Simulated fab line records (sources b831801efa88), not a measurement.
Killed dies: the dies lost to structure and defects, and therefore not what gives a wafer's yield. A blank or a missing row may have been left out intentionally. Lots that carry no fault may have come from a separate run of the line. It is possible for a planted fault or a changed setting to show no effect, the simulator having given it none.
Which tool was responsible? / flow gf180mcu / Sampling: 7 lots, 21 wafers, 3 of 602 route steps

WHAT THE GAUGES SHOWED, per wafer
GF_MIM_THK_MEAS_11: measures by xrf.
lot=L623; measured=day 24 20:43; on=filmMetro-01; MIM_ALCU_THK (nm)=201.0 198.4 202.0
lot=L625; measured=day 25 03:42; on=filmMetro-03; MIM_ALCU_THK (nm)=204.3 201.4 204.2
lot=L629; measured=day 26 19:59; on=filmMetro-03; MIM_ALCU_THK (nm)=201.7 203.5 202.0
lot=L632; measured=day 28 00:59; on=filmMetro-01; MIM_ALCU_THK (nm)=199.6 200.5 202.0
lot=L639; measured=day 29 22:19; on=filmMetro-03; MIM_ALCU_THK (nm)=202.1 199.6 200.0
lot=L641; measured=day 30 08:35; on=filmMetro-03; MIM_ALCU_THK (nm)=201.4 203.2 201.7
lot=L644; measured=day 31 01:54; on=filmMetro-02; MIM_ALCU_THK (nm)=200.9 201.8 200.5

WHICH TOOL RAN EACH LOT (tool, then ch and the chambers of the sampled wafers, then the start)
lot=L623; GF_V4_SPUTTER_22=pvdSputter-02, day 24 19:32; GF_MIM_SPUTTER_08=pvdSputter-02, day 24 20:32
lot=L625; GF_V4_SPUTTER_22=pvdSputter-02, day 25 02:31; GF_MIM_SPUTTER_08=pvdSputter-01, day 25 03:31
lot=L629; GF_V4_SPUTTER_22=pvdSputter-02, day 26 18:50; GF_MIM_SPUTTER_08=pvdSputter-03, day 26 19:49
lot=L632; GF_V4_SPUTTER_22=pvdSputter-03, day 27 23:48; GF_MIM_SPUTTER_08=pvdSputter-03, day 28 00:47
lot=L639; GF_V4_SPUTTER_22=pvdSputter-03, day 29 21:08; GF_MIM_SPUTTER_08=pvdSputter-03, day 29 22:08
lot=L641; GF_V4_SPUTTER_22=pvdSputter-02, day 30 07:25; GF_MIM_SPUTTER_08=pvdSputter-01, day 30 08:24
lot=L644; GF_V4_SPUTTER_22=pvdSputter-02, day 31 00:32; GF_MIM_SPUTTER_08=pvdSputter-03, day 31 01:44
- GF_V4_SPUTTER_22: material TiN, target thk 10 nm, time 40 s.
- GF_MIM_SPUTTER_08: material AlCu, target thk 200 nm, time 10.6 s.

THE ANSWER, worked out from the rows above alone
Rule: what is usual is taken from the lots themselves. The widest of any qualifying gaps counts: lots, ordered by their means at a reading, are off when they make up no more than a third of the lots, leave a main group of 4 or more, and stand apart from it by 3 or more times the standard deviation of that group's means. The tables above print the reading to a certain number of digits; a main group whose means all agree to those digits is not used. A lot without any number at a reading at which 4 lots or more have one is off too. Any other lot the step has rows for is counted as sound.
No lot is off on any of the readings shown, so nothing can be concluded from this.

WHAT THE SIMULATOR PUT IN
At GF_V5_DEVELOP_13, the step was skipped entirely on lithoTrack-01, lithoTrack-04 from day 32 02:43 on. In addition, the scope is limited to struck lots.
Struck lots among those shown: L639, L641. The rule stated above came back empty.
